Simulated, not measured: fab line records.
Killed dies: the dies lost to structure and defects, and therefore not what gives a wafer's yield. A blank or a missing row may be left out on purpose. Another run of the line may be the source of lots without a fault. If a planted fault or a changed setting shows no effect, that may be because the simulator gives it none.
Shared-tool check | flow gf180mcu | Lots sampled 13, wafers sampled 39

== REASON FOR OPENING ==
Of 13 lots, 3 have the reading VT_IMPLANT_02_OVL flagged at GF_VT_IMPLANT_OVL_MEAS_29. No-fault wafers: -0.8 nm, standard deviation 1.6.
Rule: a lot is flagged when every wafer of it that has a number lies more than 4 standard deviations from that mean, or none has a number. All remaining lots are regarded as sound.

lot  | measured     | on         | VT_IMPLANT_02_OVL (nm), wafer by wafer | flag
L274 | day 6 23:00  | overlay-01 | 1.5 3.2 0.2                            |
L275 | day 7 05:29  | overlay-01 | -1.2 -1.9 -1.4                         |
L276 | day 7 09:02  | overlay-01 | 0.2 -2.5 -2.8                          |
L277 | day 7 16:26  | overlay-02 | 0.7 0.7 -0.5                           |
L278 | day 7 22:08  | overlay-01 | 1.4 -0.4 0.4                           |
L279 | day 8 05:06  | overlay-01 | -1.4 0.7 -0.6                          |
L280 | day 8 11:39  | overlay-02 | -1.5 -0.6 -2.1                         |
L281 | day 8 19:10  | overlay-02 | 215.3 213.1 215.2                      | FLAGGED
L282 | day 9 08:39  | overlay-01 | -0.1 0.9 0.1                           |
L285 | day 10 03:22 | overlay-01 | 214.9 216.2 215.6                      | FLAGGED
L286 | day 10 07:03 | overlay-02 | -0.6 -0.3 1.9                          |
L287 | day 10 11:57 | overlay-01 | 215.2 215.2 214.7                      | FLAGGED
L291 | day 11 11:27 | overlay-02 | -0.6 1.3 -0.3                          |
Averaged over the flagged lots the numbers come to 215.0 nm, +215.8 nm from the usual (+99 or more standard deviations).

== WHICH TOOL EACH LOT WENT THROUGH ==
The record holds 1 process step before the reading, out of a route of 602 steps. Read each cell as the tool, then ch plus the chambers that the sampled wafers visited, then the start.
lot  | flag    | GF_VT_IMPLANT_EXPOSE_26
L274 |         | iline stepper-01 ch 0, day 6 15:24
L275 |         | iline stepper-02 ch 0, day 6 21:57
L276 |         | iline stepper-02 ch 0, day 7 01:38
L277 |         | iline stepper-02 ch 0, day 7 08:56
L278 |         | iline stepper-01 ch 0, day 7 14:13
L279 |         | iline stepper-01 ch 0, day 7 21:44
L280 |         | iline stepper-02 ch 0, day 8 03:35
L281 | FLAGGED | iline stepper-02 ch 0, day 8 10:56
L282 |         | iline stepper-01 ch 0, day 9 00:22
L285 | FLAGGED | iline stepper-02 ch 0, day 9 18:10
L286 |         | iline stepper-01 ch 0, day 9 22:34
L287 | FLAGGED | iline stepper-02 ch 0, day 10 04:08
L291 |         | iline stepper-01 ch 0, day 11 02:49
What the steps here do:
- GF_VT_IMPLANT_EXPOSE_26: exposes mask LVPWELL HV AREA, target cd 860 nm.
- GF_VT_IMPLANT_OVL_MEAS_29

== FLAGGED AGAINST TOTAL, ONE TOOL AT A TIME (gauges that did the reading follow at the end) ==
step                      | tool             | lots run | flagged | share of the flagged lots | sound lots run after its first flagged lot
GF_VT_IMPLANT_EXPOSE_26   | iline stepper-01 | 6        | 0       | none                      | -
GF_VT_IMPLANT_EXPOSE_26   | iline stepper-02 | 7        | 3       | all                       | 0
GF_VT_IMPLANT_OVL_MEAS_29 | overlay-01       | 8        | 2       | some                      | 0
GF_VT_IMPLANT_OVL_MEAS_29 | overlay-02       | 5        | 1       | some                      | 2 (L286,L291)

== WHAT THE TABLE PERMITS ==
All flagged lots share 1 row of the table, namely iline stepper-02 at GF_VT_IMPLANT_EXPOSE_26.
- iline stepper-02 at GF_VT_IMPLANT_EXPOSE_26: 3 of its 7 lots flagged. It ran its last sound lot, L280, at day 8 03:35 and its first flagged lot, L281, at day 8 10:56: a fault with its onset between the two fits.
What remains is a single tool, iline stepper-02 at GF_VT_IMPLANT_EXPOSE_26.

== WHAT THE SIMULATOR HAD PUT IN ==
Scanner matching overlay: iline stepper-02, from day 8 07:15 on, at GF_VT_IMPLANT_EXPOSE_26. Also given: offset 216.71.
Shown lots that were struck: L281, L285, L287. This agrees with what the rule above found.
